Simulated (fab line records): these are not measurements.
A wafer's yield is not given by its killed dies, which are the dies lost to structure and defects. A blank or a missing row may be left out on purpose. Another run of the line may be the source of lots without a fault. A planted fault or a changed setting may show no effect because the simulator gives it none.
Chamber matching || flow sky130 || SKY_VIA3_CMP_24 on cmp-01: 4 sister chambers
The step polishes, stops on SiO2, t overpolish 20 s, target thk 0 nm. 16 wafers are shown with their chamber, then 8 later ones without.

WAFERS PAIRED WITH THEIR CHAMBERS
{"wafer": "L396.1", "chamber": 3, "timeToEndpointS (s)": 92, "overpolishRunS (s)": 19.998, "motorCurrentA (A)": 11.3}
{"wafer": "L396.3", "chamber": 1, "timeToEndpointS (s)": 86, "overpolishRunS (s)": 20.001, "motorCurrentA (A)": 11.9}
{"wafer": "L396.5", "chamber": 3, "timeToEndpointS (s)": 91, "overpolishRunS (s)": 19.998, "motorCurrentA (A)": 11.4}
{"wafer": "L398.1", "chamber": 0, "timeToEndpointS (s)": 87, "overpolishRunS (s)": 19.994, "motorCurrentA (A)": 12.0}
{"wafer": "L398.2", "chamber": 2, "timeToEndpointS (s)": 94, "overpolishRunS (s)": 19.998, "motorCurrentA (A)": 12.5}
{"wafer": "L398.5", "chamber": 1, "timeToEndpointS (s)": 88, "overpolishRunS (s)": 20.015, "motorCurrentA (A)": 11.6}
{"wafer": "L399.2", "chamber": 0, "timeToEndpointS (s)": 87, "overpolishRunS (s)": 20.004, "motorCurrentA (A)": 11.9}
{"wafer": "L399.3", "chamber": 2, "timeToEndpointS (s)": 89, "overpolishRunS (s)": 19.996, "motorCurrentA (A)": 12.2}
{"wafer": "L399.5", "chamber": 2, "timeToEndpointS (s)": 94, "overpolishRunS (s)": 20.011, "motorCurrentA (A)": 12.1}
{"wafer": "L401.1", "chamber": 3, "timeToEndpointS (s)": 91, "overpolishRunS (s)": 20.004, "motorCurrentA (A)": 12.0}
{"wafer": "L401.2", "chamber": 1, "timeToEndpointS (s)": 87, "overpolishRunS (s)": 20.021, "motorCurrentA (A)": 12.3}
{"wafer": "L401.4", "chamber": 0, "timeToEndpointS (s)": 89, "overpolishRunS (s)": 20.002, "motorCurrentA (A)": 13.0}
{"wafer": "L407.1", "chamber": 2, "timeToEndpointS (s)": 91, "overpolishRunS (s)": 19.995, "motorCurrentA (A)": 11.9}
{"wafer": "L407.3", "chamber": 0, "timeToEndpointS (s)": 89, "overpolishRunS (s)": 20.007, "motorCurrentA (A)": 12.8}
{"wafer": "L407.5", "chamber": 3, "timeToEndpointS (s)": 91, "overpolishRunS (s)": 19.984, "motorCurrentA (A)": 12.4}
{"wafer": "L408.2", "chamber": 3, "timeToEndpointS (s)": 94, "overpolishRunS (s)": 20.003, "motorCurrentA (A)": 12.0}

SIGNATURES (averages over the wafers above)
{"reading": "timeToEndpointS", "chamber 0": 88.00, "chamber 1": 87.00, "chamber 2": 92.00, "chamber 3": 91.80, "scatter within a chamber": 1.6}
{"reading": "overpolishRunS", "chamber 0": 20.00175, "chamber 1": 20.01233, "chamber 2": 20.00000, "chamber 3": 19.99740, "scatter within a chamber": 0.00777}
{"reading": "motorCurrentA", "chamber 0": 12.425, "chamber 1": 11.933, "chamber 2": 12.175, "chamber 3": 11.820, "scatter within a chamber": 0.429}
Rule: for a wafer and a chamber, the distance is found by dividing, reading by reading, the gap between the wafer's reading and the chamber's mean by the reading's scatter, squaring, summing and taking the root. The wafer belongs to the nearest chamber; if the next one is less than 2 further off, it can't be placed. The scatter is the square root of a quotient: the sum, over the shown wafers, of each reading's squared deviation from its chamber's mean, divided by wafers minus chambers.

WAFERS WITH NO CHAMBER GIVEN
{"wafer": "L408.4", "timeToEndpointS (s)": 92, "overpolishRunS (s)": 20.016, "motorCurrentA (A)": 12.4}
{"wafer": "L408.5", "timeToEndpointS (s)": 93, "overpolishRunS (s)": 19.996, "motorCurrentA (A)": 10.9}
{"wafer": "L418.1", "timeToEndpointS (s)": 94, "overpolishRunS (s)": 20.005, "motorCurrentA (A)": 12.0}
{"wafer": "L418.5", "timeToEndpointS (s)": 96, "overpolishRunS (s)": 20.003, "motorCurrentA (A)": 11.6}
{"wafer": "L418.6", "timeToEndpointS (s)": 92, "overpolishRunS (s)": 20.007, "motorCurrentA (A)": 11.6}
{"wafer": "L419.3", "timeToEndpointS (s)": 95, "overpolishRunS (s)": 20.010, "motorCurrentA (A)": 11.9}
{"wafer": "L419.4", "timeToEndpointS (s)": 96, "overpolishRunS (s)": 20.013, "motorCurrentA (A)": 12.7}
{"wafer": "L419.5", "timeToEndpointS (s)": 94, "overpolishRunS (s)": 20.005, "motorCurrentA (A)": 11.7}

CHAMBER TAKEN BY EACH
{"wafer": "L408.4", "from the rows above": "can't be placed: 2 or 3 or 0 or 1", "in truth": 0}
{"wafer": "L408.5", "from the rows above": "can't be placed: 3 or 2", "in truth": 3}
{"wafer": "L418.1", "from the rows above": "can't be placed: 2 or 3", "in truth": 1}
{"wafer": "L418.5", "from the rows above": "can't be placed: 3 or 2", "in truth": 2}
{"wafer": "L418.6", "from the rows above": "can't be placed: 3 or 2 or 0 or 1", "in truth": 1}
{"wafer": "L419.3", "from the rows above": "can't be placed: 2 or 3", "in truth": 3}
{"wafer": "L419.4", "from the rows above": "can't be placed: 2 or 3 or 0", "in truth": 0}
{"wafer": "L419.5", "from the rows above": "can't be placed: 3 or 2", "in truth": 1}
Correct placement for 0 of the 8. Unplaceable from these rows: 8, with the true chamber sitting among the candidates in 6. 0 placed wrongly.
